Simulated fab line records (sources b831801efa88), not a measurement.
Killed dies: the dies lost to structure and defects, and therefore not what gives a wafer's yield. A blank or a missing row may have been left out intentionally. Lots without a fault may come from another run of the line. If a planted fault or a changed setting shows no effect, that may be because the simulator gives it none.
8D (eight disciplines) problem report, filled in by code + flow gf180mcu + the parts of the form that need people (team, actions taken, sign-off) are left out

1. THE ISSUE
Mean V1_CVD_02_THK at GF_V1_THK_MEAS_03: 1249 nm over 4 wafers in 2 lots; fault-free wafers: 848 nm, standard deviation 9.5. Relative to the usual mean, that is a shift of +42 standard deviations.
Seen first at day 23 01:56 on film metro-03, wafer L716.4. The record holds 18 wafers of 6 lots with a number at this step. By rule, "out" or "out of limits" means more than 4 standard deviations away from the usual mean. Any other wafer with a number is counted as sound.

2. WHAT IT IS, WHAT IT ISN'T
| question                    | is                             | is not                                                                    |
|-----------------------------|--------------------------------|---------------------------------------------------------------------------|
| which readings at this step | V1_CVD_02_THK                  | -                                                                         |
| which lots                  | L716, L717                     | L701, L702, L710, L723                                                    |
| which wafers of those lots  | L716.4, L716.5, L717.4, L717.5 | L716.1, L717.1                                                            |
| read on which gauges        | film metro-01, film metro-03   | -                                                                         |
| when                        | from day 23 01:56              | up to then (10 sound wafers); but 4 sound wafers of L717, L723 came after |

3. THE SUSPECTS, EACH WITH WHAT RULES IT OUT
Counting: a tool at a process step up to the reading stays a suspect if it ran every lot that is out. Sound lots after the first of them don't rule it out here, since some wafers of a struck lot are sound.
- the gauge at GF_V1_THK_MEAS_03 is ruled out. Those wafers that are out were read across 2 gauges (film metro-01, film metro-03).
- pecvd-03 at GF_V1_CVD_02 (deposits SiO2 from TEOS, target thk 850 nm, time 94.851 s): kept. Every lot that is out went through it, the first being L716 (day 23 01:52); the last sound lot it ran before that was L701 (day 17 07:47). Its own run length s readings are out on those wafers.
The count leaves pecvd-03 at GF_V1_CVD_02.

4. THE CAUSE (what the simulator had put in)
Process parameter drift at GF_V1_CVD_02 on pecvd-03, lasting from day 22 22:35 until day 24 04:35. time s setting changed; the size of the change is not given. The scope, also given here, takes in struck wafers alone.
Counting left only this tool.

5. THE EFFECT CHAIN, in route order
One row per reading whose mean, taken over the struck wafers that have a number, lies over 3 standard deviations from the usual. Only readings whose record carries a usual standard deviation are examined. hours: median over the lots of the time between each lot's start at the first step of this table that gives one and its start at this step. sigmas: the change, counted in usual standard deviations.
| hours | step              | reading            | usual   | on struck wafers | change | sigmas |
|-------|-------------------|--------------------|---------|------------------|--------|--------|
| 0     | GF_V1_CVD_02      | run length s       | 123.0 s | 167.2            | +44.2  | +79    |
| 0     | GF_V1_THK_MEAS_03 | V1_CVD_02_THK      | 848 nm  | 1249             | +401   | +42    |
| 5     | GF_V1_CMP_04      | time to endpoint s | 80 s    | 228              | +148   | +29    |
Its process steps:
- GF_V1_CVD_02: deposits SiO2 from TEOS, target thk 850 nm, time 94.851 s.
- GF_V1_CMP_04: polishes SiO2.
At these later measuring or inspecting steps, every struck wafer for which the step has a row has a number for every such reading, and none has moved that far: GF_V1_BOW_MEAS_05.

6. HOW IT WOULD HAVE BEEN CAUGHT EARLIER
Counted from the fault's start at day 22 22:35, it took 3 hours until the first out-of-limits reading at a measuring or inspecting step in this record, taken at day 23 01:56.
The tool's own readings at GF_V1_CVD_02 were out on every struck wafer that the step has a row for (run length s): an alarm limit on them would have fired on the first of those.
Of the lots that are out (2), L717 began GF_V1_CVD_02 on pecvd-03 after day 23 01:56. A tool hold placed at that time would have kept it from harm.
